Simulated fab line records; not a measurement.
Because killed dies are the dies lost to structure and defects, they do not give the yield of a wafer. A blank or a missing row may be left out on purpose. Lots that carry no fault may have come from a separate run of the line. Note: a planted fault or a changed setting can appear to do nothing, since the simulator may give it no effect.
A struck lot beside a sound one + flow sky130 + 43 steps out of a route of 708
Sound: the wafers L310.1, L310.2, L310.5. Struck: wafers L326.2, L326.4. (L326.3 of the same lot was not struck and is left out.) The cause comes at the end.
For every step that has rows: the tool of each side, followed by ch and its chambers, followed by its first start. Under that, the readings that differ: sound wafers + struck wafers + difference of the means + sigmas: that difference in standard deviations of wafers without a fault.
alike: same words and numbers on both sides, and readings whose means sit less than 2 such deviations apart. not compared: any withheld reading, any reading some wafer has no value for, any bound like >300 that may hide the same value, and any number with overlapping values for which the record gives no deviation.
A row with sigmas, a row that says differs or no value, or rows on one side alone: a step with any of these is where the two part. Numbers that don't overlap but have no deviation are shown without sigmas and don't part them. A reading that every wafer of one side lacks parts them only if that side has two wafers or more.

first, 7 steps without rows for these wafers: SKY_CONTACT_HMDS_07 (prime time 60 s); SKY_CONTACT_COAT_08 (resist thk 60 nm); SKY_CONTACT_COAT_09 (resist thk 450 nm); SKY_CONTACT_SOFTBAKE_10 (time 90 s); SKY_CONTACT_EXPOSE_11 (exposes mask CTM1, target cd 170 nm); SKY_CONTACT_PEB_12; SKY_CONTACT_DEVELOP_13 (develop time 60 s).
SKY_CONTACT_CD_MEAS_14: the cd target is 170 nm.
  sound on cd sem-02 at day 32 08:50; struck on cd sem-02 at day 36 17:27
  alike: cd nm
SKY_CONTACT_OVL_MEAS_15:
  sound on overlay-02 at day 32 08:58; struck on overlay-02 at day 36 17:34
  alike: CONTACT_OVL
then, 3 steps without rows for these wafers: SKY_CONTACT_ETCH_16 (etches BARC in N2/H2, stops on SiO2, time 45.9 s, target depth 60 nm); SKY_CONTACT_ETCH_17 (etches SiO2 in C4F8/O2/Ar, stops on Si3N4, target depth 340 nm); SKY_CONTACT_ETCH_18 (etches Si3N4 in CHF3/O2, stops on TiN, time 39 s, target depth 75 nm).
SKY_CONTACT_STRIP_19: strips in O2/N2.
  sound on plasma asher-03 ch 0,1, day 32 09:08; struck on plasma asher-03 ch 0, day 36 17:43
  alike: drypump motor current A, n2 flow sccm, oes product au, strip time to endpoint s
  not compared: rf hours counter h
then, 3 steps without rows for these wafers: SKY_CONTACT_STRIP_20 (strips in post etch residue remover, time 1200 s); SKY_CONTACT_CLEAN_21 (cleans in IPA, time 180 s); SKY_CONTACT_CLEAN_22 (cleans in O3/DIW).
SKY_CONTACT_SPUTTER_23: material TiN, target thk 20 nm, time 80 s.
  sound on pvd sputter-04 at day 32 09:49; struck on pvd sputter-02 at day 36 18:19
  alike: throttle valve pct
SKY_CONTACT_CVD_24: deposits W, target thk 340 nm, time 102.12 s.
  sound on cvd w-01 ch 0,1, day 32 09:52; struck on cvd w-01 ch 0,1, day 36 18:23
  alike: heater power w, susceptor temp C
SKY_CONTACT_RS_MEAS_25: a four-point-probe measurement.
  sound on film metro-01 at day 32 09:59; struck on film metro-01 at day 36 18:31
  alike: CONTACT_W_RS
SKY_CONTACT_THK_MEAS_26: measures by xrf.
  sound on film metro-01 at day 32 10:06; struck on film metro-01 at day 36 18:37
  alike: CONTACT_W_THK
then, 3 steps without rows for these wafers: SKY_CONTACT_CMP_27 (polishes, stops on SiO2, t overpolish 15 s, target thk 0 nm); SKY_METAL1_SPUTTER_00 (material Ti, target thk 15 nm, time 10 s); SKY_METAL1_SPUTTER_01 (material TiN, target thk 20 nm, time 16.7 s).
SKY_METAL1_SPUTTER_02: material AlCu, target thk 250 nm, time 13.3 s.
  sound on pvd sputter-03 at day 32 10:30; struck on pvd sputter-03 at day 36 19:01
  alike: throttle valve pct
SKY_METAL1_SPUTTER_03: material Ti, target thk 5 nm, time 3.3 s.
  sound on pvd sputter-03 at day 32 10:32; struck on pvd sputter-03 at day 36 19:02
  alike: throttle valve pct
SKY_METAL1_SPUTTER_04: material TiN, target thk 70 nm, time 58.3 s.
  sound on pvd sputter-03 at day 32 10:33; struck on pvd sputter-03 at day 36 19:04
  alike: throttle valve pct
SKY_METAL1_RS_MEAS_05: a four-point-probe measurement.
  sound on film metro-04 at day 32 10:36; struck on film metro-03 at day 36 19:08
  alike: METAL1_ALCU_RS
SKY_METAL1_THK_MEAS_06: measures by xrf.
  sound on film metro-04 at day 32 10:43; struck on film metro-03 at day 36 19:14
  alike: METAL1_ALCU_THK
then, 8 steps without rows for these wafers: SKY_METAL1_DEHYDRATE_07 (time 60 s); SKY_METAL1_HMDS_08 (prime time 60 s); SKY_METAL1_COAT_09 (resist thk 60 nm); SKY_METAL1_COAT_10 (resist thk 450 nm); SKY_METAL1_SOFTBAKE_11 (time 90 s); SKY_METAL1_EXPOSE_12 (exposes mask MM1, target cd 140 nm); SKY_METAL1_PEB_13; SKY_METAL1_DEVELOP_14 (develop time 60 s).
SKY_METAL1_CD_MEAS_15: the cd target is 140 nm.
  sound on cd sem-02 at day 33 13:05; struck on cd sem-02 at day 37 20:47
  alike: cd nm
SKY_METAL1_OVL_MEAS_16:
  sound on overlay-01 at day 33 13:13; struck on overlay-02 at day 37 20:53
  alike: METAL1_OVL
then, 4 steps without rows for these wafers: SKY_METAL1_DESCUM_17 (chemistry O2, time 8 s); SKY_METAL1_ETCH_18 (etches BARC in N2/H2, stops on SiO2, time 45.9 s, target depth 60 nm); SKY_METAL1_METAL_ETCH_19 (etches the open film in Cl2/BCl3, stops on SiO2, target depth 360 nm, time 78 s); SKY_METAL1_STRIP_20 (strips in O2/N2).
-- the record jumps here: 12 days lie between the struck wafers' starts before and after (it left off in module METAL1 and takes up again in module PAD_OPEN, whose first step shown is number 708 of the route) --
SKY_PAD_OPEN_PROBE_99:
  the record has rows for the struck wafers here (prober-01, day 49 17:22) and none for the sound ones

== WHERE THEY PART ==
At SKY_PAD_OPEN_PROBE_99 and nowhere else, as far as this record goes.

WHY: the cause the simulator had injected
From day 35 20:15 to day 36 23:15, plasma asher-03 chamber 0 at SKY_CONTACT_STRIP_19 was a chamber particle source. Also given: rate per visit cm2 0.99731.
